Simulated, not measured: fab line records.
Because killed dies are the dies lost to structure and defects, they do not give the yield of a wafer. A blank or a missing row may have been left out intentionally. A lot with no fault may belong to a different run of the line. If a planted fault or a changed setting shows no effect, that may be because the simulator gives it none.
The tool behind it: which one?    flow sky130    39 wafers from 13 lots sampled at 3 of the route's 708 steps

WHAT THE GAUGES READ, wafer by wafer
SKY_POLY_GATE_THK_MEAS_01.
lot   measured      on             POLY_GATE_CVD_00_THK (nm)
L190  day 13 15:34  film metro-01  183.5 180.8 182.0
L192  day 14 01:52  film metro-03  177.9 178.8 175.7
L193  day 14 17:15  film metro-01  181.5 182.3 182.3
L194  day 15 04:31  film metro-01  180.0 180.0 179.9
L198  day 16 06:43  film metro-04  180.0 180.0 180.1
L200  day 17 04:35  film metro-04  177.9 177.6 177.9
L202  day 17 21:37  film metro-04  179.7 180.5 179.8
L203  day 18 08:02  film metro-04  177.6 178.3 179.5
L204  day 18 13:52  film metro-01  176.4 176.8 177.6
L206  day 20 11:06  film metro-04  177.8 178.0 179.2
L211  day 21 15:28  film metro-01  178.3 178.9 180.6
L210  day 21 20:24  film metro-04  175.8 177.9 179.6
L212  day 21 22:38  film metro-01  178.8 178.0 178.6

SKY_POLY_GATE_CD_MEAS_22.
lot   measured      on         cd nm (nm)
L190  day 16 00:15  cd sem-02  151.9 152.0 150.9
L192  day 16 11:28  cd sem-01  148.8 148.7 146.4
L193  day 17 06:05  cd sem-01  153.6 151.3 152.0
L194  day 17 16:05  cd sem-01  147.1 150.1 147.5
L198  day 18 22:53  cd sem-01  144.6 145.9 149.0
L200  day 19 20:16  cd sem-02  148.8 146.6 149.2
L202  day 20 14:42  cd sem-02  150.8 150.5 146.1
L203  day 21 00:48  cd sem-02  151.6 155.0 150.5
L204  day 21 07:40  cd sem-02  147.7 150.1 153.1
L206  day 23 03:28  cd sem-02  147.8 151.1 151.5
L211  day 24 12:18  cd sem-01  148.8 147.8 147.0
L210  day 24 13:30  cd sem-01  146.8 147.3 151.2
L212  day 24 14:45  cd sem-02  153.6 150.0 152.3

WHICH TOOL RAN EACH LOT (tool, then ch and the chambers of the sampled wafers, then the start)
lot   SKY_POLY_GATE_ETCH_17
L190  rie si-01 ch 0,1,3, day 15 22:44
L192  rie si-02 ch 1,2,3, day 16 09:45
L193  rie si-02 ch 1,2,3, day 17 03:23
L194  rie si-01 ch 2,3, day 17 14:17
L198  rie si-01 ch 0,1,3, day 18 20:26
L200  rie si-01 ch 1,3, day 19 18:24
L202  rie si-01 ch 1,2,3, day 20 13:11
L203  rie si-02 ch 0,3, day 20 23:02
L204  rie si-01 ch 0,1,2, day 21 06:06
L206  rie si-01 ch 0,2, day 23 01:11
L211  rie si-02 ch 1,2,3, day 24 06:11
L210  rie si-01 ch 0,1,3, day 24 10:57
L212  rie si-02 ch 0,1,3, day 24 12:57
- SKY_POLY_GATE_ETCH_17: etches poly-Si in HBr/Cl2, stops on SiO2, target depth 180 nm, time 70.5 s.

WHAT THE TOOLS THEMSELVES READ (means of the sampled wafers that have a number; where no wafer has one, the mark that the record gives instead)
SKY_POLY_GATE_ETCH_17.
lot   tool       drypump motor current A (A)  oes product au (a.u.)  throttle valve pct (%)
L190  rie si-01  5.5                          0.999                  33.682
L192  rie si-02  6.0                          0.982                  33.683
L193  rie si-02  6.1                          0.984                  33.674
L194  rie si-01  5.2                          0.989                  33.679
L198  rie si-01  5.4                          0.993                  33.679
L200  rie si-01  5.1                          0.983                  33.689
L202  rie si-01  5.1                          0.993                  33.685
L203  rie si-02  6.0                          0.984                  33.689
L204  rie si-01  5.4                          0.987                  33.679
L206  rie si-01  5.4                          0.983                  33.681
L211  rie si-02  6.1                          0.980                  33.670
L210  rie si-01  5.4                          0.985                  33.683
L212  rie si-02  6.2                          0.980                  33.682

THE ANSWER, worked out from the rows above alone
Rule: what is usual is taken from the lots themselves. The widest of any qualifying gaps counts: lots, ordered by their means at a reading, are off when they make up no more than a third of the lots, leave a main group of 4 or more, and stand apart from it by 3 or more times the standard deviation of that group's means. A main group whose means are all the same, to the digits that the tables above print for the reading, isn't used. A lot without any number at a reading at which 4 lots or more have one is off too. Any other lot the step has rows for is counted as sound. Order of review: gauges by route order, followed by the tools' own readings, for which a lot's mean as printed above is used. At the first step where some lot is off, the reading lying furthest off is the one used; lots without a number count as furthest.
None of the lots is off at any reading shown; this tells nothing.

WHAT THE SIMULATOR HAD INSERTED
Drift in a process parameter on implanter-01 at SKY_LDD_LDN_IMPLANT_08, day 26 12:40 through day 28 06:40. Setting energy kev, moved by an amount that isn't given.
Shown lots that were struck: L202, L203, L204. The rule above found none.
